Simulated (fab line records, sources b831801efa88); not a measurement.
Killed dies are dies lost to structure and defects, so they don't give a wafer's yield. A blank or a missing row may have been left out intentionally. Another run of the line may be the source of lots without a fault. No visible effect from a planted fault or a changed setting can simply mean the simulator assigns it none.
Chamber matching || flow gf180mcu || cmp-02 running GF_CONTACT_CMP_27: 4 sister chambers
The step polishes, stops on SiO2, t overpolish 15 s, target thk 0 nm. 36 wafers are shown with their chamber, then 12 later ones without.

EACH WAFER AND ITS CHAMBER
{"wafer": "L074.1", "chamber": 0, "motorCurrentA (A)": 11.5, "timeToEndpointS (s)": 68, "overpolishRunS (s)": 14.995}
{"wafer": "L074.3", "chamber": 3, "motorCurrentA (A)": 11.2, "timeToEndpointS (s)": 72, "overpolishRunS (s)": 14.991}
{"wafer": "L074.6", "chamber": 2, "motorCurrentA (A)": 11.7, "timeToEndpointS (s)": 73, "overpolishRunS (s)": 15.007}
{"wafer": "L075.2", "chamber": 0, "motorCurrentA (A)": 12.4, "timeToEndpointS (s)": 64, "overpolishRunS (s)": 14.991}
{"wafer": "L075.3", "chamber": 1, "motorCurrentA (A)": 11.2, "timeToEndpointS (s)": 69, "overpolishRunS (s)": 14.993}
{"wafer": "L075.4", "chamber": 2, "motorCurrentA (A)": 11.8, "timeToEndpointS (s)": 70, "overpolishRunS (s)": 14.989}
{"wafer": "L077.3", "chamber": 1, "motorCurrentA (A)": 10.9, "timeToEndpointS (s)": 76, "overpolishRunS (s)": 14.995}
{"wafer": "L077.4", "chamber": 3, "motorCurrentA (A)": 12.0, "timeToEndpointS (s)": 73, "overpolishRunS (s)": 15.002}
{"wafer": "L077.6", "chamber": 3, "motorCurrentA (A)": 11.6, "timeToEndpointS (s)": 74, "overpolishRunS (s)": 15.006}
{"wafer": "L078.2", "chamber": 2, "motorCurrentA (A)": 12.4, "timeToEndpointS (s)": 72, "overpolishRunS (s)": 15.004}
{"wafer": "L078.5", "chamber": 1, "motorCurrentA (A)": 11.3, "timeToEndpointS (s)": 74, "overpolishRunS (s)": 15.009}
{"wafer": "L078.6", "chamber": 2, "motorCurrentA (A)": 12.1, "timeToEndpointS (s)": 71, "overpolishRunS (s)": 14.982}
{"wafer": "L081.2", "chamber": 1, "motorCurrentA (A)": 11.1, "timeToEndpointS (s)": 80, "overpolishRunS (s)": 15.009}
{"wafer": "L081.3", "chamber": 2, "motorCurrentA (A)": 12.1, "timeToEndpointS (s)": 74, "overpolishRunS (s)": 14.986}
{"wafer": "L081.4", "chamber": 3, "motorCurrentA (A)": 11.8, "timeToEndpointS (s)": 79, "overpolishRunS (s)": 14.999}
{"wafer": "L082.3", "chamber": 0, "motorCurrentA (A)": 11.1, "timeToEndpointS (s)": 66, "overpolishRunS (s)": 14.991}
{"wafer": "L082.4", "chamber": 1, "motorCurrentA (A)": 11.1, "timeToEndpointS (s)": 73, "overpolishRunS (s)": 14.990}
{"wafer": "L082.6", "chamber": 3, "motorCurrentA (A)": 11.2, "timeToEndpointS (s)": 74, "overpolishRunS (s)": 14.999}
{"wafer": "L084.1", "chamber": 3, "motorCurrentA (A)": 12.2, "timeToEndpointS (s)": 74, "overpolishRunS (s)": 15.007}
{"wafer": "L084.4", "chamber": 2, "motorCurrentA (A)": 12.6, "timeToEndpointS (s)": 71, "overpolishRunS (s)": 14.999}
{"wafer": "L084.6", "chamber": 2, "motorCurrentA (A)": 12.2, "timeToEndpointS (s)": 71, "overpolishRunS (s)": 15.003}
{"wafer": "L086.1", "chamber": 0, "motorCurrentA (A)": 11.6, "timeToEndpointS (s)": 70, "overpolishRunS (s)": 15.007}
{"wafer": "L086.3", "chamber": 3, "motorCurrentA (A)": 11.5, "timeToEndpointS (s)": 74, "overpolishRunS (s)": 15.005}
{"wafer": "L086.4", "chamber": 2, "motorCurrentA (A)": 12.4, "timeToEndpointS (s)": 76, "overpolishRunS (s)": 14.984}
{"wafer": "L088.2", "chamber": 0, "motorCurrentA (A)": 11.9, "timeToEndpointS (s)": 72, "overpolishRunS (s)": 14.998}
{"wafer": "L088.3", "chamber": 2, "motorCurrentA (A)": 12.5, "timeToEndpointS (s)": 72, "overpolishRunS (s)": 15.005}
{"wafer": "L088.4", "chamber": 1, "motorCurrentA (A)": 10.8, "timeToEndpointS (s)": 79, "overpolishRunS (s)": 15.006}
{"wafer": "L089.1", "chamber": 1, "motorCurrentA (A)": 10.7, "timeToEndpointS (s)": 76, "overpolishRunS (s)": 15.005}
{"wafer": "L089.2", "chamber": 3, "motorCurrentA (A)": 12.0, "timeToEndpointS (s)": 76, "overpolishRunS (s)": 15.006}
{"wafer": "L089.6", "chamber": 0, "motorCurrentA (A)": 11.9, "timeToEndpointS (s)": 68, "overpolishRunS (s)": 15.002}
{"wafer": "L090.2", "chamber": 2, "motorCurrentA (A)": 13.3, "timeToEndpointS (s)": 71, "overpolishRunS (s)": 14.997}
{"wafer": "L090.3", "chamber": 3, "motorCurrentA (A)": 12.3, "timeToEndpointS (s)": 76, "overpolishRunS (s)": 15.002}
{"wafer": "L090.5", "chamber": 2, "motorCurrentA (A)": 12.5, "timeToEndpointS (s)": 72, "overpolishRunS (s)": 14.994}
{"wafer": "L091.1", "chamber": 0, "motorCurrentA (A)": 11.7, "timeToEndpointS (s)": 72, "overpolishRunS (s)": 15.004}
{"wafer": "L091.2", "chamber": 1, "motorCurrentA (A)": 11.1, "timeToEndpointS (s)": 81, "overpolishRunS (s)": 14.988}
{"wafer": "L091.6", "chamber": 3, "motorCurrentA (A)": 12.5, "timeToEndpointS (s)": 75, "overpolishRunS (s)": 15.001}

SIGNATURES (averages over the wafers above)
{"reading": "motorCurrentA", "chamber 0": 11.729, "chamber 1": 11.025, "chamber 2": 12.327, "chamber 3": 11.830, "scatter within a chamber": 0.394}
{"reading": "timeToEndpointS", "chamber 0": 68.57, "chamber 1": 76.00, "chamber 2": 72.09, "chamber 3": 74.70, "scatter within a chamber": 2.67}
{"reading": "overpolishRunS", "chamber 0": 14.99829, "chamber 1": 14.99938, "chamber 2": 14.99545, "chamber 3": 15.00180, "scatter within a chamber": 0.0075}
Rule: for a wafer and a chamber, the distance is found by dividing, reading by reading, the gap between the wafer's reading and the chamber's mean by the reading's scatter, squaring, summing and taking the root. If the next closest chamber is less than 2 further off than the closest, the wafer can't be placed; otherwise it belongs to the closest. The scatter: take each reading less its chamber's mean, square it, sum over the shown wafers, divide by the number of wafers less the number of chambers, and take the root.

WAFERS MISSING THEIR CHAMBER
{"wafer": "L093.1", "motorCurrentA (A)": 12.4, "timeToEndpointS (s)": 69, "overpolishRunS (s)": 15.010}
{"wafer": "L093.5", "motorCurrentA (A)": 11.9, "timeToEndpointS (s)": 72, "overpolishRunS (s)": 14.990}
{"wafer": "L093.6", "motorCurrentA (A)": 12.1, "timeToEndpointS (s)": 73, "overpolishRunS (s)": 14.992}
{"wafer": "L092.1", "motorCurrentA (A)": 11.9, "timeToEndpointS (s)": 73, "overpolishRunS (s)": 15.007}
{"wafer": "L092.3", "motorCurrentA (A)": 12.1, "timeToEndpointS (s)": 72, "overpolishRunS (s)": 15.005}
{"wafer": "L092.4", "motorCurrentA (A)": 11.2, "timeToEndpointS (s)": 71, "overpolishRunS (s)": 14.999}
{"wafer": "L094.3", "motorCurrentA (A)": 11.3, "timeToEndpointS (s)": 72, "overpolishRunS (s)": 14.997}
{"wafer": "L094.4", "motorCurrentA (A)": 11.3, "timeToEndpointS (s)": 73, "overpolishRunS (s)": 15.024}
{"wafer": "L094.6", "motorCurrentA (A)": 12.9, "timeToEndpointS (s)": 75, "overpolishRunS (s)": 15.000}
{"wafer": "L096.1", "motorCurrentA (A)": 11.2, "timeToEndpointS (s)": 75, "overpolishRunS (s)": 14.983}
{"wafer": "L096.3", "motorCurrentA (A)": 12.8, "timeToEndpointS (s)": 72, "overpolishRunS (s)": 14.995}
{"wafer": "L096.5", "motorCurrentA (A)": 11.4, "timeToEndpointS (s)": 72, "overpolishRunS (s)": 15.004}

WHICH CHAMBER EACH WENT THROUGH
{"wafer": "L093.1", "from the rows above": "can't be placed: 2 or 0 or 3", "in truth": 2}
{"wafer": "L093.5", "from the rows above": "can't be placed: 2 or 0 or 3 or 1", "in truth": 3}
{"wafer": "L093.6", "from the rows above": "can't be placed: 2 or 3 or 0", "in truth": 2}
{"wafer": "L092.1", "from the rows above": "can't be placed: 3 or 2 or 0 or 1", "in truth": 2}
{"wafer": "L092.3", "from the rows above": "can't be placed: 3 or 2 or 0 or 1", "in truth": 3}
{"wafer": "L092.4", "from the rows above": "can't be placed: 0 or 1 or 3 or 2", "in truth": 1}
{"wafer": "L094.3", "from the rows above": "can't be placed: 1 or 0 or 3 or 2", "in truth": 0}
{"wafer": "L094.4", "from the rows above": "can't be placed: 3 or 1 or 0 or 2", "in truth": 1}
{"wafer": "L094.6", "from the rows above": "can't be placed: 2 or 3 or 0", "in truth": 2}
{"wafer": "L096.1", "from the rows above": "can't be placed: 1 or 3 or 0 or 2", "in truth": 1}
{"wafer": "L096.3", "from the rows above": "can't be placed: 2 or 3 or 0", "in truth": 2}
{"wafer": "L096.5", "from the rows above": "can't be placed: 3 or 0 or 1 or 2", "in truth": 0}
Placed correctly: 0 of 12. Cannot be placed on the basis of these rows: 12; the candidates contain the true chamber in 12. Number placed wrongly: 0.
